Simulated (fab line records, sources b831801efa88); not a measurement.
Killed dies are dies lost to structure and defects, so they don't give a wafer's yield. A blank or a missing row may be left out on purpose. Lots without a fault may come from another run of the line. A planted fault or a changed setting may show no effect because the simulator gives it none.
Which tool did it? | flow sfq_line | 14 lots, 42 wafers sampled, at 4 steps of a route of 325

WHAT THE GAUGES READ, wafer by wafer
SFQ_JJ_OVL_MEAS_931. Usual: J5_OVL 2 nm, standard deviation 6.5.
lot  | measured     | on         | J5_OVL (nm) | flag
L153 | day 53 02:03 | overlay-01 | 1 -8 0      |
L154 | day 53 05:47 | overlay-01 | 8 7 8       |
L155 | day 53 06:59 | overlay-01 | -3 6 2      |
L156 | day 53 20:11 | overlay-01 | 4 6 13      |
L157 | day 53 23:47 | overlay-02 | -2 -1 0     |
L158 | day 54 02:11 | overlay-02 | 1 0 9       |
L162 | day 54 10:35 | overlay-02 | -2 -7 0     |
L163 | day 54 15:23 | overlay-02 | 5 5 1       |
L167 | day 57 10:03 | overlay-02 | -5 -4 -3    |
L172 | day 61 06:34 | overlay-01 | 4 0 6       |
L173 | day 65 00:34 | overlay-02 | -5 -6 -2    |
L174 | day 65 06:34 | overlay-01 | -4 -2 -4    |
L175 | day 65 08:58 | overlay-01 | 6 7 1       |
L176 | day 65 12:34 | overlay-02 | 11 10 10    |

WHICH TOOL RAN EACH LOT (tool, then ch and the chambers of the sampled wafers, then the start)
lot  | SFQ_TRILAYER_M1_STRIP_STRIP_043   | SFQ_TRILAYER_I2_VIA_BARC_OPEN_VIA_ETCH_096 | SFQ_TRILAYER_I4_VIA_STRIP_STRIP_107
L153 | rie_metal-04 ch 0,1, day 15 08:10 | rie_diel-03 ch 2,3, day 29 13:53           | rie_metal-03 ch 0,1, day 47 13:10
L154 | rie_metal-01 ch 0,1, day 15 11:46 | rie_diel-02 ch 0,1,2, day 29 18:29         | rie_metal-01 ch 0,1, day 47 14:22
L155 | rie_metal-01 ch 0,1, day 15 20:16 | rie_diel-03 ch 1,3, day 30 00:29           | rie_metal-03 ch 0,1, day 47 17:58
L156 | rie_metal-01 ch 0,1, day 16 00:04 | rie_diel-01 ch 1,2, day 30 04:50           | rie_metal-03 ch 0,1, day 48 08:34
L157 | rie_metal-02 ch 0,1, day 16 08:04 | rie_diel-01 ch 0,1,2, day 30 15:38         | rie_metal-01 ch 0,1, day 48 14:22
L158 | rie_metal-04 ch 0,1, day 16 17:55 | rie_diel-03 ch 0,3, day 30 18:02           | rie_metal-03 ch 0,1, day 48 18:10
L162 | rie_metal-02 ch 0,1, day 18 19:23 | rie_diel-03 ch 0,2,3, day 31 00:10         | rie_metal-02 ch 0,1, day 49 03:46
L163 | rie_metal-04 ch 0,1, day 18 23:59 | rie_diel-02 ch 0,3, day 31 01:22           | rie_metal-01 ch 0, day 49 07:10
L167 | rie_metal-01 ch 0,1, day 22 09:35 | rie_diel-03 ch 1,3, day 40 21:32           | rie_metal-01 ch 0, day 52 03:47
L172 | rie_metal-04 ch 0,1, day 25 08:59 | rie_diel-01 ch 0,1,2, day 43 21:17         | rie_metal-03 ch 0,1, day 56 17:26
L173 | rie_metal-01 ch 0,1, day 25 16:11 | rie_diel-03 ch 0,3, day 44 00:53           | rie_metal-01 ch 0,1, day 61 07:57
L174 | rie_metal-02 ch 0,1, day 26 05:23 | rie_diel-02 ch 0,1,2, day 44 02:05         | rie_metal-01 ch 0,1, day 61 12:45
L175 | rie_metal-01 ch 0,1, day 26 06:35 | rie_diel-01 ch 0,1,2, day 44 03:17         | rie_metal-01 ch 0, day 61 15:09
L176 | rie_metal-01 ch 0,1, day 26 12:35 | rie_diel-02 ch 0,2,3, day 44 07:00         | rie_metal-01 ch 0,1, day 61 19:57
- SFQ_TRILAYER_M1_STRIP_STRIP_043: strips in O2.
- SFQ_TRILAYER_I2_VIA_BARC_OPEN_VIA_ETCH_096: etches BARC in O2, target depth 125 nm, time 41.7 s.
- SFQ_TRILAYER_I4_VIA_STRIP_STRIP_107: strips in O2.

WHAT THE TOOLS THEMSELVES READ (means of the sampled wafers that have a number; where no wafer has one, the mark that the record gives instead)
SFQ_TRILAYER_M1_STRIP_STRIP_043. Usual: chamber_pressure_mTorr 50.00 mTorr, standard deviation 0.05; drypump_motor_current_A 5.6 A, standard deviation 0.45; oes_product_au 1.001 a.u., standard deviation 0.0075.
lot  | tool         | chamber_pressure_mTorr (mTorr) | drypump_motor_current_A (A) | oes_product_au (a.u.) | flag
L153 | rie_metal-04 | 50.00                          | 5.2                         | 1.005                 |
L154 | rie_metal-01 | 49.97                          | 5.7                         | 1.001                 |
L155 | rie_metal-01 | 50.04                          | 5.7                         | 0.998                 |
L156 | rie_metal-01 | 49.98                          | 5.7                         | 0.997                 |
L157 | rie_metal-02 | 50.01                          | 6.1                         | 1.003                 |
L158 | rie_metal-04 | 50.00                          | 5.1                         | 0.997                 |
L162 | rie_metal-02 | 49.95                          | 5.9                         | 1.012                 |
L163 | rie_metal-04 | 50.03                          | 5.2                         | 1.005                 |
L167 | rie_metal-01 | 50.00                          | 5.9                         | 0.993                 |
L172 | rie_metal-04 | -                              | -                           | -                     | OFF
L173 | rie_metal-01 | -                              | -                           | -                     | OFF
L174 | rie_metal-02 | 49.99                          | 6.2                         | 0.996                 |
L175 | rie_metal-01 | 50.01                          | 5.7                         | 0.993                 |
L176 | rie_metal-01 | 50.04                          | 5.7                         | 1.005                 |

SFQ_TRILAYER_I2_VIA_BARC_OPEN_VIA_ETCH_096. Usual: bias_w 80.00 W, standard deviation 0.25; drypump_motor_current_A 5.6 A, standard deviation 0.65; oes_product_au 0.685 a.u., standard deviation 0.0052.
lot  | tool        | bias_w (W) | drypump_motor_current_A (A) | oes_product_au (a.u.) | flag
L153 | rie_diel-03 | 79.72      | 6.1                         | 0.681                 |
L154 | rie_diel-02 | 80.06      | 5.6                         | 0.689                 |
L155 | rie_diel-03 | 79.79      | 5.6                         | 0.689                 |
L156 | rie_diel-01 | 80.25      | 5.0                         | 0.682                 |
L157 | rie_diel-01 | 79.97      | 5.4                         | 0.683                 |
L158 | rie_diel-03 | 80.29      | 5.1                         | 0.684                 |
L162 | rie_diel-03 | 80.08      | 5.6                         | 0.685                 |
L163 | rie_diel-02 | 79.92      | 6.2                         | 0.689                 |
L167 | rie_diel-03 | 79.85      | 5.6                         | 0.681                 |
L172 | rie_diel-01 | 80.01      | 5.3                         | 0.690                 |
L173 | rie_diel-03 | 79.97      | 5.2                         | 0.687                 |
L174 | rie_diel-02 | 80.08      | 5.6                         | 0.689                 |
L175 | rie_diel-01 | 79.97      | 5.3                         | 0.684                 |
L176 | rie_diel-02 | 80.38      | 5.9                         | 0.680                 |

SFQ_TRILAYER_I4_VIA_STRIP_STRIP_107. Usual: chamber_pressure_mTorr 50.00 mTorr, standard deviation 0.05; drypump_motor_current_A 5.7 A, standard deviation 0.43; oes_product_au 0.998 a.u., standard deviation 0.0077.
lot  | tool         | chamber_pressure_mTorr (mTorr) | drypump_motor_current_A (A) | oes_product_au (a.u.) | flag
L153 | rie_metal-03 | 49.98                          | 5.3                         | 1.005                 |
L154 | rie_metal-01 | 50.05                          | 5.7                         | 0.990                 |
L155 | rie_metal-03 | 49.99                          | 5.7                         | 0.997                 |
L156 | rie_metal-03 | 50.01                          | 5.4                         | 0.999                 |
L157 | rie_metal-01 | 49.98                          | 5.7                         | 0.996                 |
L158 | rie_metal-03 | 49.98                          | 5.3                         | 1.008                 |
L162 | rie_metal-02 | 50.02                          | 5.9                         | 0.999                 |
L163 | rie_metal-01 | 50.02                          | 6.1                         | 0.999                 |
L167 | rie_metal-01 | 50.01                          | 6.1                         | 1.003                 |
L172 | rie_metal-03 | 50.00                          | 5.7                         | 1.001                 |
L173 | rie_metal-01 | 50.03                          | 5.7                         | 0.993                 |
L174 | rie_metal-01 | 49.97                          | 5.9                         | 0.992                 |
L175 | rie_metal-01 | 50.06                          | 6.1                         | 0.985                 |
L176 | rie_metal-01 | 50.03                          | 5.9                         | 0.990                 |

THE ANSWER, worked out from the rows above alone
Rule: a lot is off if the mean of its wafers that have a number lies more than 3 standard deviations from the usual mean. A lot without any number at a reading at which 4 lots or more have one is off too. The other lots that the step has rows for count as sound. The gauges are gone through in route order, then the tools' own readings, and for those a lot's mean is taken as printed above. The first step at which some lot is off is used, and at that step the reading that is off furthest; a lot without a number counts as furthest.
Off: L172, L173, at SFQ_TRILAYER_M1_STRIP_STRIP_043 (chamber_pressure_mTorr). Without a number there: L172, L173.
A tool fits if, at that step or a process step before it, it ran every lot that is off, and no sound lot after the first of them. None of those tried fits.

WHAT THE SIMULATOR HAD PUT IN
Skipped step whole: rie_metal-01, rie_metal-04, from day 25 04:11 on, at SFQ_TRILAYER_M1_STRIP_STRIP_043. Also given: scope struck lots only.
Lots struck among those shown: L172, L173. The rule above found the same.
